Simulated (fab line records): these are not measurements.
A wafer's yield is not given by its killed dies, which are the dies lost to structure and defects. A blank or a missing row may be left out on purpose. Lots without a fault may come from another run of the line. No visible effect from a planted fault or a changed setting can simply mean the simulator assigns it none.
Matching of chambers ; flow sky130 ; SKY_VIA2_ETCH_14 on rie diel-01 has 4 sister chambers
The step etches BARC in N2/H2, stops on SiO2, time 45.9 s, target depth 60 nm. 14 wafers are shown with their chamber, then 7 later ones without.

== WAFERS, EACH WITH ITS CHAMBER ==
wafer;chamber;drypump motor current A (A);chamber pressure mTorr (mTorr);throttle valve pct (%)
L558.1;0;5.2;29.975;13.244
L558.3;3;6.0;30.010;13.222
L558.4;2;5.1;29.996;13.231
L560.3;3;6.0;30.011;13.231
L560.4;0;5.2;29.978;13.218
L560.6;2;5.1;29.967;13.228
L565.1;1;5.3;30.002;13.226
L565.3;3;6.0;29.983;13.230
L565.5;1;5.3;29.975;13.203
L571.3;2;5.1;30.029;13.212
L571.5;0;5.2;29.965;13.212
L571.6;1;5.2;29.999;13.219
L574.1;0;5.2;30.009;13.228
L574.3;2;5.1;30.036;13.222

SIGNATURES, as means of the wafers listed above
reading;chamber 0;chamber 1;chamber 2;chamber 3;scatter within a chamber
drypump motor current A;5.200;5.267;5.100;6.000;0.0258
chamber pressure mTorr;29.98175;29.99200;30.00700;30.00133;0.0225
throttle valve pct;13.22550;13.21600;13.22325;13.22767;0.0106
Rule: for a wafer and a chamber, the distance is found by dividing, reading by reading, the gap between the wafer's reading and the chamber's mean by the reading's scatter, squaring, summing and taking the root. If the next closest chamber is less than 2 further off than the closest, the wafer can't be placed; otherwise it belongs to the closest. The scatter: the root of (the sum of the squares of (reading less its chamber's mean) over the shown wafers, divided by (wafers less chambers)).

== WAFERS WHOSE CHAMBER IS MISSING ==
wafer;drypump motor current A (A);chamber pressure mTorr (mTorr);throttle valve pct (%)
L574.5;5.3;30.045;13.224
L579.2;6.0;30.005;13.237
L579.5;5.3;29.980;13.226
L579.6;5.2;30.001;13.218
L580.1;5.1;29.960;13.223
L580.3;5.2;30.021;13.211
L580.5;6.0;30.009;13.215

== WHICH CHAMBER EACH ONE RAN IN ==
wafer;from the rows above;in truth
L574.5;can't be placed: 1 or 0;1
L579.2;3;3
L579.5;1;1
L579.6;can't be placed: 0 or 1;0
L580.1;can't be placed: 2 or 0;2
L580.3;can't be placed: 0 or 1 or 2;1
L580.5;3;3
Correct placement for 3 of the 7. Not placeable from these rows: 4 (in 4, the candidates include the true chamber). Wrongly placed: 0.
